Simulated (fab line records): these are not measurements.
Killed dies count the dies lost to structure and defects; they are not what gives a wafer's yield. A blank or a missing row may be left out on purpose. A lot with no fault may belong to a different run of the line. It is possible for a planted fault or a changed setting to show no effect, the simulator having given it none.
fab line records	flow sky130
record lots=5	wafers=15	last_day=50
route steps=708 shown VIA2@519 METAL3@532 CAPM@537 PAD_OPEN@708
lots untouched by any fault: they come from a run of this same line in which no faults occurred
start_h: hours from the record's first day to the start of the lot's first wafer shown	wait_h: hours from the lot's prior step to this one	" repeats the value in the row above	L1.1+2: one row covering several wafers at once	- either no value or no given start	* or withheld: withheld	< > ~ a bound
route shown NAME@n: names a module that has steps shown in the file, with the first one's number in the route	usual: mean/standard deviation of fault-free wafers	same: alike in all rows	chamber/n: place in a boat	sites: per-site readings	_std_site: how widely they spread, as a standard deviation	_edge_site: the outer-site mean with the inner-site mean subtracted	radius_mm: for every site, how far away it sits from the centre of the wafer	mask NAME#n: copy n	behind: the tool/chamber that last shaped the wafer	hold: why the lot went on hold/how many hours it stayed there/how the hold came to an end	device: the n, p or np transistor that did not switch	end of line: the tests these same wafers got at the end of their route	a step given without rows: its recipe and nothing more	killed: dies lost to structure and defects at the first sort, not the wafer's yield	map: per-die view of a wafer (x killed, . not killed, _ where there is no die)
set.NAME: the run value of the setting; set.NAME@STEP: its run value at that earlier step	model.NAME: the simulator's own value behind a step, which no gauge read
lots at selected steps of the route; one table per step, one row per wafer
services: from which hour (start_h, from the record's first day; less than 0 if before it) a tool's chamber was out of use, for how many hours, and why
## steps
# step SKY_VIA2_CD_MEAS_12
# recipe target_cd_nm=200
# usual cd_nm=199.9/1.3
lot.wafer	tool	chamber	start_h	wait_h	cd_nm
L785.2	cd_sem-01	-	844.17	-	197.4
L785.3	"	-	"	"	198.9
L785.4	"	-	"	"	198.6
L786.1	cd_sem-01	-	851.28	-	199.2
L786.3	"	-	"	"	197.0
L786.5	"	-	"	"	199.2
L792.1	cd_sem-02	-	897.71	-	200.4
L792.5	"	-	"	"	199.1
L792.6	"	-	"	"	199.0
L800.1	cd_sem-02	-	952.07	-	199.3
L800.4	"	-	"	"	201.1
L800.5	"	-	"	"	198.5
L807.1	cd_sem-01	-	1002.85	-	200.9
L807.4	"	-	"	"	201.0
L807.5	"	-	"	"	201.8
# step SKY_VIA2_OVL_MEAS_13
# usual VIA2_OVL=2/6.3
lot.wafer	tool	chamber	start_h	wait_h	VIA2_OVL[nm]
L785.2	overlay-01	-	844.27	0.1	1
L785.3	"	-	"	"	6
L785.4	"	-	"	"	0
L786.1	overlay-02	-	851.40	0.1	-4
L786.3	"	-	"	"	-7
L786.5	"	-	"	"	-2
L792.1	overlay-01	-	897.83	0.1	-7
L792.5	"	-	"	"	-7
L792.6	"	-	"	"	-5
L800.1	overlay-01	-	952.19	0.1	6
L800.4	"	-	"	"	2
L800.5	"	-	"	"	5
L807.1	overlay-02	-	1002.97	0.1	5
L807.4	"	-	"	"	8
L807.5	"	-	"	"	8
# step SKY_VIA2_ETCH_14
# recipe chemistry=N2/H2	target=BARC	ion_energy_ev=200	source_w=500	bias_w=100	pressure_mtorr=30	n2_flow_sccm=100	h2_flow_sccm=200	stop_on=SiO2	time_s=45.9	target_depth_a=600
# step SKY_VIA2_ETCH_15
# recipe target=SiO2	chemistry=C4F8/O2/Ar	target_depth_nm=546	stop_on=TiN	mask_material=KrF-thick	source_w=1500	bias_w=1200	pressure_mtorr=40	c4f8_flow_sccm=withheld	O2_flow_sccm=6	Ar_flow_sccm=300	time_s=84
# step SKY_VIA2_STRIP_16
# recipe chemistry=O2/N2	power_w=1400	pressure_mtorr=1500	platen_temp_c=withheld	o2_flow_sccm=3000	n2_flow_sccm=300	overash_fraction=0.5
# usual drypump_motor_current_A=5.7/0.3	oes_product_au=0.398/0.0038	strip_time_to_endpoint_s=4.040/0.03
lot.wafer	tool	chamber	start_h	wait_h	drypump_motor_current_A	oes_product_au	rf_hours_counter_h	strip_time_to_endpoint_s
L785.2	plasma_asher-03	1	844.41	0.0	5.9	0.394	39	4.048
L785.3	"	0	"	"	5.2	0.399	-	4.029
L785.4	"	1	"	"	5.9	0.400	-	4.024
L786.1	plasma_asher-01	1	851.54	0.0	5.4	0.397	11	4.020
L786.3	"	1	"	"	5.4	0.395	-	4.087
L786.5	"	0	"	"	5.6	0.402	-	4.042
L792.1	plasma_asher-04	1	897.98	0.0	5.8	0.397	76	4.008
L792.5	"	0	"	"	6.1	0.398	-	4.087
L792.6	"	1	"	"	5.7	0.404	-	4.038
L800.1	plasma_asher-04	1	952.33	0.0	5.7	0.398	81	4.025
L800.4	"	0	"	"	6.1	0.390	-	4.047
L800.5	"	0	"	"	6.1	0.391	-	4.008
L807.1	plasma_asher-04	0	1003.16	0.1	6.1	0.400	86	4.040
L807.4	"	0	"	"	6.1	0.402	-	4.021
L807.5	"	0	"	"	6.1	0.400	-	4.030
# step SKY_VIA2_STRIP_17
# recipe chemistry=post_etch_residue_remover	time_s=1200	temp_c=72.5
# step SKY_VIA2_CLEAN_18
# recipe chemistry=IPA	time_s=180	temp_c=25
# step SKY_VIA2_CLEAN_19
# recipe chemistry=O3/DIW	dry=n2_spin
# step SKY_VIA2_SPUTTER_20
# recipe material=TiN	target_thk_nm=20	chamber_pressure_pa=5	power_w=4000	time_s=80
# step SKY_VIA2_CVD_21
# recipe material=W	target_thk_nm=420	time_s=126.4	temp_c=400	pressure_torr=40
# step SKY_VIA2_RS_MEAS_22
# recipe thk_meas_gauge=four-point-probe	reads=W_of_VIA2_CVD_21+TiN_of_VIA2_SPUTTER_20
# usual VIA2_W_RS=0.270/0.0031
lot.wafer	tool	chamber	start_h	wait_h	VIA2_W_RS[ohm/sq]
L785.2	film_metro-04	-	845.35	0.2	0.273
L785.3	"	-	"	"	0.270
L785.4	"	-	"	"	0.270
L786.1	film_metro-04	-	852.49	0.2	0.274
L786.3	"	-	"	"	0.271
L786.5	"	-	"	"	0.272
L792.1	film_metro-04	-	898.81	0.1	0.273
L792.5	"	-	"	"	0.272
L792.6	"	-	"	"	0.273
L800.1	film_metro-03	-	953.11	0.1	0.268
L800.4	"	-	"	"	0.269
L800.5	"	-	"	"	0.269
L807.1	film_metro-01	-	1003.94	0.1	0.268
L807.4	"	-	"	"	0.264
L807.5	"	-	"	"	0.263
# step SKY_VIA2_THK_MEAS_23
# recipe thk_meas_gauge=xrf	reads=W_of_VIA2_CVD_21
# usual VIA2_W_THK=438/7.2
lot.wafer	tool	chamber	start_h	wait_h	VIA2_W_THK[nm]
L785.2	film_metro-04	-	845.46	0.1	436
L785.3	"	-	"	"	437
L785.4	"	-	"	"	437
L786.1	film_metro-04	-	852.61	0.1	429
L786.3	"	-	"	"	435
L786.5	"	-	"	"	436
L792.1	film_metro-04	-	898.93	0.1	432
L792.5	"	-	"	"	435
L792.6	"	-	"	"	435
L800.1	film_metro-03	-	953.23	0.1	442
L800.4	"	-	"	"	445
L800.5	"	-	"	"	441
L807.1	film_metro-01	-	1004.06	0.1	448
L807.4	"	-	"	"	454
L807.5	"	-	"	"	458
# step SKY_VIA2_CMP_24
# recipe stop_on=SiO2	t_overpolish_s=20	down_force_psi=3.5	platen_rpm=60	target_thk_nm=0	pad_velocity_m_s=0.94248
# usual motor_current_A=10.8/0.85	overpolish_run_s=20.000/0.01	time_to_endpoint_s=104/4
lot.wafer	tool	chamber	start_h	wait_h	motor_current_A	overpolish_run_s	time_to_endpoint_s
L785.4	cmp-01	1	845.56	0.1	11.5	19.991	105
L785.2	"	2	"	"	10.6	20.016	108
L785.3	"	3	"	"	9.4	19.990	103
L786.1	cmp-02	2	852.67	0.1	10.8	19.998	107
L786.3	"	3	"	"	11.4	20.001	102
L786.5	"	2	"	"	11.2	20.007	104
L792.1	cmp-01	0	899.09	0.1	11.2	20.001	98
L792.6	"	2	"	"	10.6	19.996	106
L792.5	"	3	"	"	9.6	20.011	102
L800.4	cmp-01	0	953.29	0.0	10.8	20.016	98
L800.1	"	1	"	"	12.2	19.996	105
L800.5	"	0	"	"	9.9	19.994	99
L807.4	cmp-02	3	1004.16	0.1	11.2	20.007	106
L807.1	"	0	"	"	10.6	19.996	104
L807.5	"	0	"	"	10.0	20.010	104
# step SKY_METAL3_SPUTTER_00
# recipe material=Ti	target_thk_nm=15	power_w=3000	time_s=10	chamber_pressure_pa=0.4
# step SKY_METAL3_SPUTTER_01
# recipe material=TiN	target_thk_nm=20	power_w=6500	time_s=16.7	chamber_pressure_pa=0.4
# step SKY_METAL3_SPUTTER_02
# recipe material=AlCu	target_thk_nm=735	power_w=10600	time_s=39.1	chamber_pressure_pa=0.4
# usual throttle_valve_pct=30.6/0.69
lot.wafer	tool	chamber	start_h	wait_h	throttle_valve_pct
L785.2	pvd_sputter-01	-	845.86	0.0	29.7
L785.3	"	-	"	"	30.2
L785.4	"	-	"	"	30.3
L786.1	pvd_sputter-01	-	853.02	0.0	30.3
L786.3	"	-	"	"	30.3
L786.5	"	-	"	"	31.9
L792.1	pvd_sputter-03	-	899.34	0.0	30.5
L792.5	"	-	"	"	30.3
L792.6	"	-	"	"	30.8
L800.1	pvd_sputter-01	-	953.64	0.0	31.7
L800.4	"	-	"	"	30.1
L800.5	"	-	"	"	29.9
L807.1	pvd_sputter-03	-	1004.51	0.0	30.6
L807.4	"	-	"	"	30.5
L807.5	"	-	"	"	30.6
# step SKY_METAL3_SPUTTER_03
# recipe material=Ti	target_thk_nm=5	power_w=3000	time_s=3.3	chamber_pressure_pa=0.4
# usual throttle_valve_pct=30.6/0.66
lot.wafer	tool	chamber	start_h	wait_h	throttle_valve_pct
L785.2	pvd_sputter-01	-	845.90	0.0	30.0
L785.3	"	-	"	"	30.3
L785.4	"	-	"	"	30.0
L786.1	pvd_sputter-01	-	853.05	0.0	30.4
L786.3	"	-	"	"	30.4
L786.5	"	-	"	"	31.6
L792.1	pvd_sputter-03	-	899.38	0.0	30.7
L792.5	"	-	"	"	30.3
L792.6	"	-	"	"	30.9
L800.1	pvd_sputter-01	-	953.68	0.0	31.9
L800.4	"	-	"	"	29.8
L800.5	"	-	"	"	30.4
L807.1	pvd_sputter-03	-	1004.55	0.0	30.2
L807.4	"	-	"	"	30.8
L807.5	"	-	"	"	30.6
# step SKY_METAL3_SPUTTER_04
# recipe material=TiN	target_thk_nm=70	power_w=6500	time_s=58.3	chamber_pressure_pa=0.4
# usual throttle_valve_pct=30.6/0.7
lot.wafer	tool	chamber	start_h	wait_h	throttle_valve_pct
L785.2	pvd_sputter-01	-	845.91	0.0	30.1
L785.3	"	-	"	"	30.2
L785.4	"	-	"	"	30.1
L786.1	pvd_sputter-01	-	853.07	0.0	30.4
L786.3	"	-	"	"	30.5
L786.5	"	-	"	"	31.6
L792.1	pvd_sputter-03	-	899.40	0.0	30.6
L792.5	"	-	"	"	30.4
L792.6	"	-	"	"	31.0
L800.1	pvd_sputter-01	-	953.69	0.0	31.7
L800.4	"	-	"	"	29.8
L800.5	"	-	"	"	30.1
L807.1	pvd_sputter-03	-	1004.56	0.0	30.3
L807.4	"	-	"	"	30.1
L807.5	"	-	"	"	30.6
# step SKY_CAPM_CVD_00
# recipe material=SiO2	target_thk_nm=15.5	temp_c=400	time_s=withheld	rf_w=450
# step SKY_CAPM_THK_MEAS_01
# recipe reads=SiO2_of_CAPM_CVD_00
# usual CAPM_CVD_00_THK=15.51/0.28
lot.wafer	tool	chamber	start_h	wait_h	CAPM_CVD_00_THK[nm]
L785.2	film_metro-02	-	846.00	-	15.23
L785.3	"	-	"	"	15.30
L785.4	"	-	"	"	15.51
L786.1	film_metro-04	-	853.14	-	14.96
L786.3	"	-	"	"	15.43
L786.5	"	-	"	"	15.33
L792.1	film_metro-02	-	899.47	-	15.51
L792.5	"	-	"	"	15.45
L792.6	"	-	"	"	15.74
L800.1	film_metro-04	-	953.77	-	15.40
L800.4	"	-	"	"	15.37
L800.5	"	-	"	"	15.81
L807.1	film_metro-01	-	1004.65	-	15.49
L807.4	"	-	"	"	15.50
L807.5	"	-	"	"	15.90
# step SKY_CAPM_SPUTTER_02
# recipe material=TiN	target_thk_nm=200	temp_c=300	power_w=6500	time_s=166.7	chamber_pressure_pa=0.4
# usual throttle_valve_pct=30.4/0.69
lot.wafer	tool	chamber	start_h	wait_h	throttle_valve_pct
L785.2	pvd_sputter-02	-	846.05	0.0	31.4
L785.3	"	-	"	"	30.0
L785.4	"	-	"	"	29.6
L786.1	pvd_sputter-02	-	853.20	0.1	29.6
L786.3	"	-	"	"	31.1
L786.5	"	-	"	"	29.4
L792.1	pvd_sputter-02	-	899.53	0.1	31.3
L792.5	"	-	"	"	29.9
L792.6	"	-	"	"	29.6
L800.1	pvd_sputter-03	-	953.83	0.1	31.0
L800.4	"	-	"	"	30.2
L800.5	"	-	"	"	30.6
L807.1	pvd_sputter-03	-	1004.71	0.1	30.1
L807.4	"	-	"	"	30.7
L807.5	"	-	"	"	30.6
# step SKY_CAPM_RS_MEAS_03
# recipe thk_meas_gauge=four-point-probe	reads=TiN_of_CAPM_SPUTTER_02
# usual CAPM_TIN_RS=6.90/0.083
lot.wafer	tool	chamber	start_h	wait_h	CAPM_TIN_RS[ohm/sq]
L785.2	film_metro-04	-	846.17	0.1	6.86
L785.3	"	-	"	"	6.90
L785.4	"	-	"	"	6.93
L786.1	film_metro-01	-	853.31	0.1	6.98
L786.3	"	-	"	"	6.81
L786.5	"	-	"	"	6.96
L792.1	film_metro-01	-	899.64	0.1	6.95
L792.5	"	-	"	"	7.00
L792.6	"	-	"	"	6.95
L800.1	film_metro-02	-	953.93	0.1	6.92
L800.4	"	-	"	"	6.90
L800.5	"	-	"	"	6.86
L807.1	film_metro-02	-	1004.81	0.1	7.00
L807.4	"	-	"	"	6.87
L807.5	"	-	"	"	6.86
# step SKY_CAPM_THK_MEAS_04
# recipe thk_meas_gauge=xrf	reads=TiN_of_CAPM_SPUTTER_02
# usual CAPM_TIN_THK=197.3/2.4
lot.wafer	tool	chamber	start_h	wait_h	CAPM_TIN_THK[nm]
L785.2	film_metro-04	-	846.28	0.1	197.6
L785.3	"	-	"	"	196.3
L785.4	"	-	"	"	194.2
L786.1	film_metro-01	-	853.43	0.1	195.8
L786.3	"	-	"	"	198.9
L786.5	"	-	"	"	195.7
L792.1	film_metro-01	-	899.76	0.1	195.2
L792.5	"	-	"	"	194.6
L792.6	"	-	"	"	195.5
L800.1	film_metro-02	-	954.05	0.1	195.6
L800.4	"	-	"	"	197.0
L800.5	"	-	"	"	198.0
L807.1	film_metro-02	-	1004.93	0.1	194.1
L807.4	"	-	"	"	198.5
L807.5	"	-	"	"	197.8
# step SKY_CAPM_DEHYDRATE_05
# recipe temp_c=200	time_s=60
# step SKY_CAPM_HMDS_06
# recipe prime_time_s=60	prime_temp_c=120
# step SKY_CAPM_COAT_07
# recipe resist=NOVOLAK	spin_rpm=3000	resist_thk_nm=1140
# step SKY_CAPM_SOFTBAKE_08
# recipe temp_c=90	time_s=60	resist=NOVOLAK
# step SKY_CAPM_EXPOSE_09
# recipe mask_id=CAPM	na=0.6	source_shape=conventional	sigma_outer=0.6	polarization=unpolarized	target_cd_nm=1000	dose_mj=159
# step SKY_CAPM_PEB_10
# recipe temp_c=withheld	time_s=*	resist=NOVOLAK
# step SKY_CAPM_DEVELOP_11
# recipe resist=NOVOLAK	developer=TMAH	develop_time_s=60	dev_temp_c=23
# step SKY_CAPM_OVL_MEAS_12
# usual CAPM_OVL=-0.3/1.3
lot.wafer	tool	chamber	start_h	wait_h	CAPM_OVL[nm]
L785.2	overlay-02	-	872.15	0.1	-0.2
L785.3	"	-	"	"	-1.1
L785.4	"	-	"	"	0.3
L786.1	overlay-01	-	879.73	0.1	-0.2
L786.3	"	-	"	"	0.9
L786.5	"	-	"	"	0.9
L792.1	overlay-02	-	924.18	0.1	-0.4
L792.5	"	-	"	"	-0.2
L792.6	"	-	"	"	-0.4
L800.1	overlay-02	-	979.33	0.1	-1.0
L800.4	"	-	"	"	-1.7
L800.5	"	-	"	"	-0.6
L807.1	overlay-02	-	1027.55	0.1	0.5
L807.4	"	-	"	"	1.3
L807.5	"	-	"	"	-0.5
# step SKY_CAPM_METAL_ETCH_13
# recipe target_depth_nm=220	stop_on=SiO2	chemistry=Cl2/BCl3	target=TiN	pressure_mtorr=10	icp_w=900	bias_w=48.5	Cl2_flow_sccm=60	bcl3_flow_sccm=30	time_s=62.9
# step SKY_CAPM_STRIP_14
# recipe chemistry=O2/N2	power_w=1400	pressure_mtorr=1500	platen_temp_c=withheld	o2_flow_sccm=3000	n2_flow_sccm=300	overash_fraction=0.5
# step SKY_CAPM_STRIP_15
# recipe chemistry=post_etch_residue_remover	time_s=1200	temp_c=72.5
# step SKY_CAPM_CLEAN_16
# recipe chemistry=IPA	time_s=180	temp_c=25
# step SKY_CAPM_CLEAN_17
# recipe chemistry=O3/DIW	dry=n2_spin
# step SKY_METAL3_DEHYDRATE_05
# recipe temp_c=200	time_s=60
# step SKY_METAL3_HMDS_06
# recipe prime_time_s=60	prime_temp_c=120
# step SKY_METAL3_COAT_07
# recipe resist=BARC	temp_c=withheld	time_s=withheld	spin_rpm=3000	resist_thk_nm=60
# step SKY_METAL3_COAT_08
# recipe resist=KrF-thick	spin_rpm=3000	resist_thk_nm=1140
# step SKY_METAL3_SOFTBAKE_09
# recipe temp_c=100	time_s=90	resist=KrF-thick
# step SKY_METAL3_EXPOSE_10
# recipe mask_id=MM3	na=0.68	source_shape=annular	sigma_inner=0.4	sigma_outer=0.8	target_cd_nm=300	dose_mj=28
# step SKY_PAD_OPEN_PROBE_99
# usual defect_limited_yield=82.3/1.9	killed_at_M0_to_M3=45/6.6	killed_at_M4_up=3.1/1.6	killed_at_contacts=24/5	killed_at_front_end=14/4.4	killed_at_other=0.3/0.58	killed_dies=87/9.2	killed_on_rim=17/3.6	killed_open=47/6.7	killed_short=40/6.4	sort_bin_3_pad_short=0.9/0.5	sort_bin_5_function=10.4/1.6	sort_bin_6_memory=6.4/1.1	sort_n_pass=405/9.1	sort_yield_pct=82.3/1.9
# same gross_dies=492	killed_at_back_side=0	sort_bin_4_leakage[%]=0	sort_bin_8_speed[%]=0
lot.wafer	tool	chamber	start_h	wait_h	defect_limited_yield[%]	killed_at_M0_to_M3	killed_at_M4_up	killed_at_contacts	killed_at_front_end	killed_at_other	killed_dies	killed_on_rim	killed_open	killed_short	sort_bin_3_pad_short[%]	sort_bin_5_function[%]	sort_bin_6_memory[%]	sort_n_pass	sort_yield_pct[%]	model.etest.tester.sort_n_pass	model.etest.tester.sort_yield_pct	model.etest.tester.sort_bin_5_pct	model.etest.tester.sort_bin_6_pct	model.etest.tester.sort_bin_3_pct
L785.2	prober-01	-	1074.20	0.1	80.1	50	2	30	15	1	98	23	50	48	2.2	7.9	9.8	394	80.1	394	80.08	7.927	9.756	2.236
L785.3	prober-01	-	1074.25	0.2	81.1	54	2	28	9	0	93	21	54	39	0	12.2	6.7	399	81.1	399	81.1	12.2	6.707	0
L785.4	prober-01	-	1074.30	0.2	82.5	38	5	31	12	0	86	20	44	42	0.6	10.4	6.5	406	82.5	406	82.52	10.37	6.504	0.6098
L786.1	prober-02	-	1078.55	0.1	82.5	47	5	22	12	0	86	21	44	42	1.4	10.2	5.9	406	82.5	406	82.52	10.16	5.894	1.423
L786.3	prober-02	-	1078.65	0.2	82.3	50	1	21	15	0	87	16	43	44	0.8	9.6	7.3	405	82.3	405	82.32	9.553	7.317	0.813
L786.5	prober-02	-	1078.75	0.2	81.9	46	5	21	17	0	89	21	46	43	1.2	8.5	8.3	403	81.9	403	81.91	8.537	8.333	1.22
L792.1	prober-02	-	1118.34	0.1	78.9	52	2	29	21	0	104	15	55	49	1.4	13.4	6.3	388	78.9	388	78.86	13.41	6.301	1.423
L792.5	prober-02	-	1118.54	0.2	81.3	54	7	25	6	0	92	24	54	38	1.2	8.9	8.5	400	81.3	400	81.3	8.943	8.537	1.22
L792.6	prober-02	-	1118.59	0.2	81.7	48	4	25	13	0	90	19	51	39	0.4	11.2	6.7	402	81.7	402	81.71	11.18	6.707	0.4065
L800.1	prober-02	-	1157.11	0.1	56.5	181	3	21	9	0	214	44	31	31	3.3	25.6	14.6	278	56.5	278	56.5	25.61	14.63	3.252
L800.4	prober-02	-	1157.26	0.2	80.7	41	5	21	28	0	95	21	58	37	0.4	11.6	7.3	397	80.7	397	80.69	11.59	7.317	0.4065
L800.5	prober-02	-	1157.31	0.2	79.5	50	6	29	14	2	101	23	53	48	1.0	12.6	6.9	391	79.5	391	79.47	12.6	6.911	1.016
L807.1	prober-01	-	1193.60	0.1	81.3	47	2	25	17	1	92	16	50	42	1.2	11.0	6.5	400	81.3	400	81.3	10.98	6.504	1.22
L807.4	prober-01	-	1193.75	0.2	80.5	50	1	31	14	0	96	20	49	47	1.4	12.0	6.1	396	80.5	396	80.49	11.99	6.098	1.423
L807.5	prober-01	-	1193.80	0.2	80.5	44	5	23	24	0	96	19	52	44	1.0	12.4	6.1	396	80.5	396	80.49	12.4	6.098	1.016
# killed by level:class
L785.2 CONTACT:geometric_particle:open=13 LI_CONTACT:geometric_particle:open=12 VIA1:geometric_particle:open=9 VIA1:geometric_particle:short=9 METAL1:geometric_particle:short=8 VIA2:geometric_particle:open=7 POLY_GATE:geometric_particle:short=6 METAL2:geometric_particle:short=5
L785.3 CONTACT:geometric_particle:open=14 VIA3:geometric_particle:open=11 VIA1:geometric_particle:open=10 VIA2:geometric_particle:open=9 METAL2:geometric_particle:short=6 LOCAL_INTERCONNECT:geometric_particle:short=6 CONTACT:geometric_particle:short=6 VIA2:geometric_particle:short=5
L785.4 CONTACT:geometric_particle:open=14 VIA1:geometric_particle:open=7 VIA1:geometric_particle:short=6 VIA3:geometric_particle:open=6 LI_CONTACT:geometric_particle:short=5 LI_CONTACT:geometric_particle:open=5 CONTACT:geometric_particle:short=5 VIA2:geometric_particle:open=5
L786.1 VIA1:geometric_particle:short=9 VIA1:geometric_particle:open=8 CONTACT:geometric_particle:open=8 METAL1:geometric_particle:short=7 METAL2:geometric_particle:short=7 LI_CONTACT:geometric_particle:open=6 VIA2:geometric_particle:open=6 POLY_GATE:geometric_particle:open=5
L786.3 VIA1:geometric_particle:open=10 METAL1:geometric_particle:short=8 CONTACT:geometric_particle:open=7 VIA2:geometric_particle:open=6 FIELD_ISO:geometric_particle:open=5 VIA1:geometric_particle:short=5 METAL2:geometric_particle:short=5 VIA3:geometric_particle:open=5
L786.5 VIA1:geometric_particle:open=11 VIA2:geometric_particle:open=7 VIA3:geometric_particle:open=7 CONTACT:geometric_particle:short=6 VIA1:geometric_particle:short=6 LI_CONTACT:geometric_particle:open=5 METAL1:geometric_particle:short=5 METAL4:geometric_particle:short=5
L792.1 CONTACT:geometric_particle:open=13 VIA1:geometric_particle:open=10 VIA3:geometric_particle:short=8 VIA3:geometric_particle:open=8 POLY_GATE:geometric_particle:short=7 POLY_GATE:geometric_particle:open=7 METAL3:geometric_particle:short=6 LI_CONTACT:geometric_particle:open=6
L792.5 CONTACT:geometric_particle:open=11 VIA2:geometric_particle:open=11 VIA1:geometric_particle:open=10 VIA3:geometric_particle:open=6 VIA1:geometric_particle:short=6 LOCAL_INTERCONNECT:geometric_particle:short=5 LI_CONTACT:geometric_particle:open=5 METAL1:geometric_particle:short=5
L792.6 VIA1:geometric_particle:open=13 LI_CONTACT:geometric_particle:open=8 CONTACT:geometric_particle:open=8 METAL2:geometric_particle:short=8 POLY_GATE:geometric_particle:open=4 VIA2:geometric_particle:short=4 CONTACT:geometric_particle:short=4 VIA1:geometric_particle:short=4
L800.1 VIA2:unspecified=152 CONTACT:geometric_particle:open=8 VIA1:geometric_particle:open=8 METAL2:geometric_particle:short=6 LI_CONTACT:geometric_particle:open=6 CONTACT:geometric_particle:short=5 METAL1:geometric_particle:short=5 POLY_GATE:geometric_particle:short=3
L800.4 VIA1:geometric_particle:open=12 VIA3:geometric_particle:open=8 FIELD_ISO:geometric_particle:open=6 POLY_GATE:geometric_particle:short=6 POLY_GATE:geometric_particle:open=6 LI_CONTACT:geometric_particle:open=6 LOCAL_INTERCONNECT:geometric_particle:short=5 CONTACT:geometric_particle:open=5
L800.5 VIA1:geometric_particle:open=15 CONTACT:geometric_particle:open=10 CONTACT:geometric_particle:short=8 VIA2:geometric_particle:short=6 METAL1:geometric_particle:short=6 FIELD_ISO:geometric_particle:open=5 LI_CONTACT:geometric_particle:open=5 VIA2:geometric_particle:open=5
L807.1 VIA1:geometric_particle:open=14 CONTACT:geometric_particle:open=8 VIA3:geometric_particle:open=7 CONTACT:geometric_particle:short=6 FIELD_ISO:geometric_particle:open=5 LOCAL_INTERCONNECT:geometric_particle:short=5 FIELD_ISO:geometric_particle:short=4 LI_CONTACT:geometric_particle:open=4
L807.4 CONTACT:geometric_particle:open=12 VIA1:geometric_particle:open=8 VIA2:geometric_particle:open=7 VIA2:geometric_particle:short=6 LI_CONTACT:geometric_particle:open=6 METAL1:geometric_particle:short=6 LOCAL_INTERCONNECT:geometric_particle:short=6 VIA1:geometric_particle:short=6
L807.5 VIA3:geometric_particle:open=9 CONTACT:geometric_particle:short=9 FIELD_ISO:geometric_particle:open=8 VIA1:geometric_particle:open=8 CONTACT:geometric_particle:open=7 METAL1:geometric_particle:short=5 METAL2:geometric_particle:short=5 VIA2:geometric_particle:open=5
# map L800.1 (x killed, . not)
__________..x.x.x..._________
________xx.....x..xx.x_______
______..xx..xx.xxxx..xxx_____
_____x.x.xxxxx..x.x......____
____x.xx.xx..x..xxx.xx..x.___
___..x....x.x.x.x..xx....x.__
__xxx...x..x...xx...xxxxx..._
_x....x.xx..x...xxxxx..x.x.xx
_.x..x.....x....x.xxxxx.xx.x.
_.x.x.....x.x...x...x..xx.x.x
_....x.x..xxxx.xxxxxxx...xx.x
_x..xxx...x.x..x.x....x..x...
_xxxx.x....xx......x.xx....xx
_.xx.x......xx..x.x..x..xx.xx
_....x.x.........x..x.x.x..xx
__x...x.xxxx..x..x...x.xxx.._
___.....xxxxxxx....x.x.x.xx__
____..x.x..xx...xx...x.xxx___
_____x........xx.x...x..x____
______x..xxx.x.x.x.x...._____
________x....x..x.xx.._______
__________.x.x..xxxx_________
# map L785.2 (x killed, . not)
__________....x..xxx_________
________...x..xx.....x_______
______...x....x..x.....x_____
_____.x.......x.x..x...x.____
____x....x.x..x..x..x..xx.___
___....x............x..x...__
__....x.....x....xx......x.._
_...x..x..........x...xx.....
_x...x.....x...x....xx.......
_x.x...x........x.x.x........
_....x...x.....xxx..x.......x
_....x...x..x................
_x...........x....x..x....x..
_.xx...x...x....x............
_.........x...........x......
__xx.x..x.........x........._
___..x...x....x...........x__
____...x.................x___
_____xx.x......x.xx..x..x____
______x........x........_____
________.x...x..xxx..._______
__________.........._________
## services
tool	chamber	start_h	hours	kind
pvd_sputter-03	-	826.66	2.2	repair
pvd_sputter-02	-	839.16	3.3	repair
plasma_asher-01	-	842.92	1.7	repair
cmp-02	-	859.24	5.6	pm
pvd_sputter-02	-	860.13	3.2	repair
pvd_sputter-01	2	869.10	-	consumable_replace:kit
pvd_sputter-01	2	869.10	18.0	scheduled_down
pvd_sputter-01	2	869.10	18.0	vent_cycle
plasma_asher-01	-	873.68	4.5	repair
cmp-02	-	877.88	1.7	repair
cmp-01	-	878.99	0.6	repair
pvd_sputter-02	0	882.71	-	consumable_replace:kit
pvd_sputter-02	0	882.71	18.0	scheduled_down
pvd_sputter-02	0	882.71	18.0	vent_cycle
cmp-02	-	883.69	5.8	pm
cmp-02	-	912.27	4.0	pm
pvd_sputter-02	-	927.37	2.5	repair
pvd_sputter-01	-	957.34	0.5	repair
cmp-02	-	968.88	4.3	repair
pvd_sputter-03	-	988.11	1.3	repair
pvd_sputter-01	1	1001.05	-	consumable_replace:kit
pvd_sputter-01	1	1001.05	18.0	scheduled_down
pvd_sputter-01	1	1001.05	18.0	vent_cycle
pvd_sputter-01	-	1003.05	6.7	repair
## key
first_sign step=SKY_PAD_OPEN_PROBE_99	reading=killed_at_M0_to_M3	direction=up	sigmas=21	usual=45	struck=181
effect step=SKY_PAD_OPEN_PROBE_99	reading=sort_yield_pct	direction=down	sigmas=14	usual=82.3	struck=56.5
model_effect step=SKY_PAD_OPEN_PROBE_99	value=etest.tester.sort_n_pass	without=419	struck=278
met_at SKY_VIA2_CMP_24
struck_wafers L800.1
onset_between 845.56 953.29
fault kind=chamber_particle_source	tool=cmp-01	chamber=1	onset_h=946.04	steps=SKY_VIA2_CMP_24	rate_per_visit_cm2=0.67827	end_h=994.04
